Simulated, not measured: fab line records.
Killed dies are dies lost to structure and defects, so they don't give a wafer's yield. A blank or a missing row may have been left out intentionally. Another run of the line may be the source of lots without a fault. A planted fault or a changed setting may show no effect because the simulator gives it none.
Which of the tools did it? :: flow sky130 :: Sampling: 12 lots, 36 wafers, 3 of 708 route steps

WHAT THE GAUGES SHOWED, per wafer
SKY_VIA3_OVL_MEAS_13.
lot: L075
measured: day 39 19:31
on: overlay-02
VIA3_OVL (nm): 1 11 -4

lot: L077
measured: day 40 09:55
on: overlay-02
VIA3_OVL (nm): 4 1 9

lot: L079
measured: day 41 02:02
on: overlay-01
VIA3_OVL (nm): -2 -1 -1

lot: L081
measured: day 41 17:26
on: overlay-01
VIA3_OVL (nm): 4 12 0

lot: L083
measured: day 42 12:22
on: overlay-01
VIA3_OVL (nm): 5 3 5

lot: L085
measured: day 42 21:28
on: overlay-01
VIA3_OVL (nm): 4 5 3

lot: L087
measured: day 43 13:25
on: overlay-01
VIA3_OVL (nm): -5 7 6

lot: L089
measured: day 44 04:05
on: overlay-02
VIA3_OVL (nm): 0 4 -1

lot: L092
measured: day 44 20:00
on: overlay-02
VIA3_OVL (nm): 5 -2 -1

lot: L093
measured: day 45 02:42
on: overlay-02
VIA3_OVL (nm): 4 13 12

lot: L095
measured: day 45 14:43
on: overlay-02
VIA3_OVL (nm): 11 11 14

lot: L097
measured: day 45 23:53
on: overlay-02
VIA3_OVL (nm): 2 4 2

WHICH TOOL RAN EACH LOT (tool, then ch and the chambers of the sampled wafers, then the start)
lot: L075
SKY_VIA1_STRIP_16: plasma asher-02 ch 0,1, day 34 06:07
SKY_CAPM_CVD_00: pecvd-04 ch 0,1,2, day 36 14:48

lot: L077
SKY_VIA1_STRIP_16: plasma asher-04 ch 1, day 34 19:32
SKY_CAPM_CVD_00: pecvd-03 ch 0,1,2, day 37 04:41

lot: L079
SKY_VIA1_STRIP_16: plasma asher-04 ch 0,1, day 35 12:53
SKY_CAPM_CVD_00: pecvd-04 ch 1,2, day 37 21:33

lot: L081
SKY_VIA1_STRIP_16: plasma asher-04 ch 1, day 36 06:58
SKY_CAPM_CVD_00: pecvd-02 ch 0,1, day 38 14:07

lot: L083
SKY_VIA1_STRIP_16: plasma asher-02 ch 0,1, day 37 02:33
SKY_CAPM_CVD_00: pecvd-03 ch 0,1, day 39 10:14

lot: L085
SKY_VIA1_STRIP_16: plasma asher-04 ch 0,1, day 37 13:44
SKY_CAPM_CVD_00: pecvd-03 ch 0,1, day 39 19:56

lot: L087
SKY_VIA1_STRIP_16: plasma asher-03 ch 0,1, day 38 06:46
SKY_CAPM_CVD_00: pecvd-03 ch 0,2, day 40 12:14

lot: L089
SKY_VIA1_STRIP_16: plasma asher-04 ch 0,1, day 38 21:31
SKY_CAPM_CVD_00: pecvd-03 ch 0,1,2, day 41 02:19

lot: L092
SKY_VIA1_STRIP_16: plasma asher-04 ch 0,1, day 39 16:34
SKY_CAPM_CVD_00: pecvd-04 ch 0,2, day 41 20:55

lot: L093
SKY_VIA1_STRIP_16: plasma asher-04 ch 0,1, day 40 00:17
SKY_CAPM_CVD_00: pecvd-02 ch 1,2, day 42 05:00

lot: L095
SKY_VIA1_STRIP_16: plasma asher-04 ch 0,1, day 40 11:56
SKY_CAPM_CVD_00: pecvd-02 ch 0,2, day 42 16:09

lot: L097
SKY_VIA1_STRIP_16: plasma asher-03 ch 0,1, day 40 23:23
SKY_CAPM_CVD_00: pecvd-03 ch 0,1, day 43 03:46
- SKY_VIA1_STRIP_16: strips in O2/N2.
- SKY_CAPM_CVD_00: deposits SiO2, target thk 15.5 nm.

THE ANSWER, worked out from the rows above alone
Rule: usual is defined by the lots themselves. The widest of any qualifying gaps counts: lots, ordered by their means at a reading, are off when they make up no more than a third of the lots, leave a main group of 4 or more, and stand apart from it by 3 or more times the standard deviation of that group's means. If all means in a main group match to the digits the tables above print for the reading, that group is not used. A lot without any number at a reading at which 4 lots or more have one is off too. The other lots that the step has rows for count as sound.
No lot is off at any reading shown: from this, nothing can be told.

WHAT THE SIMULATOR HAD PUT IN
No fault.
